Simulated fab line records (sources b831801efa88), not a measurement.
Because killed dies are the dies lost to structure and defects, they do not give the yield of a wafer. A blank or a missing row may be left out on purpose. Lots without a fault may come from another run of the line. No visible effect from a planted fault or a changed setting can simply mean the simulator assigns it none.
Problem report, 8D (eight disciplines) form, completed by code | flow sky130 | the parts of the form that need people (team, actions taken, sign-off) are left out

1. PROBLEM STATEMENT
doseIonsCm2 at SKY_LDD_N_IMPLANT_09 reads a mean of 1.1e+14 on 6 wafers of 2 lots; wafers without a fault read 7.5e+13 with a standard deviation of 7.6e+10. That is +99 or more standard deviations from the usual mean.
First seen on wafer L278.3, day 23 01:58, on implanter-02. The record has a number at this step for 33 wafers belonging to 11 lots. By rule, "out" or "out of limits" means more than 4 standard deviations away from the usual mean. All remaining wafers that have a number are taken as sound.

2. WHAT IT IS; WHAT IT IS NOT
question                    | is                            | is not
which readings at this step | doseIonsCm2, faradayCurrentUA | -
which lots                  | L278, L280                    | L264, L265, L269, L271, L275, L276, L279, L282, L287
which wafers of those lots  | all that have a number        | -
read on which tools         | implanter-02                  | implanter-01, implanter-03
when                        | from day 23 01:58             | up to then (18 sound wafers); but 9 sound wafers of L279, L282, L287 came after

3. WHAT RULES OUT EACH SUSPECT
Counting: a tool stays on the suspect list if, at a process step up to the reading, it processed all lots that are out and no sound lot following the first of them.
- implanter-02 at SKY_LDD_N_IMPLANT_09: kept. All lots that are out passed through it, beginning with L278 at day 23 01:58, and no sound lot followed; its final sound lot before that point was L276 at day 22 08:56. Its own readings are out on those wafers: doseIonsCm2, faradayCurrentUA.
The count leaves implanter-02 at SKY_LDD_N_IMPLANT_09.

4. THE CAUSE (what the simulator had put in)
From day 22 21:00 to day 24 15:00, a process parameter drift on implanter-02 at SKY_LDD_N_IMPLANT_09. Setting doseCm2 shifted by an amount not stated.
After counting, this tool was the only one left.

5. THE EFFECT CHAIN, in route order
Each row: a reading whose mean over the struck wafers that have a number lies more than 3 standard deviations from the usual. Only readings whose record carries a usual standard deviation are examined. hours: median over the lots of the time between each lot's start at the first step of this table that gives one and its start at this step. sigmas: the change, counted in usual standard deviations.
hours | step                 | reading              | usual   | on struck wafers | change   | sigmas
0     | SKY_LDD_N_IMPLANT_09 | doseIonsCm2          | 7.5e+13 | 1.1e+14          | +3.0e+13 | +99 or more
0     | SKY_LDD_N_IMPLANT_09 | faradayCurrentUA     | 422     | 570              | +148     | +18
1     | SKY_LDD_N_STRIP_16   | stripTimeToEndpointS | 4.308 s | 4.376            | +0.068   | +4.5
The process steps in it:
- SKY_LDD_N_IMPLANT_09
- SKY_LDD_N_STRIP_16: strips in O2/N2.

6. HOW IT WOULD HAVE BEEN CAUGHT EARLIER
In this record no reading fell out of limits until day 23 01:58, 5 hours after the fault had begun at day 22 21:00.
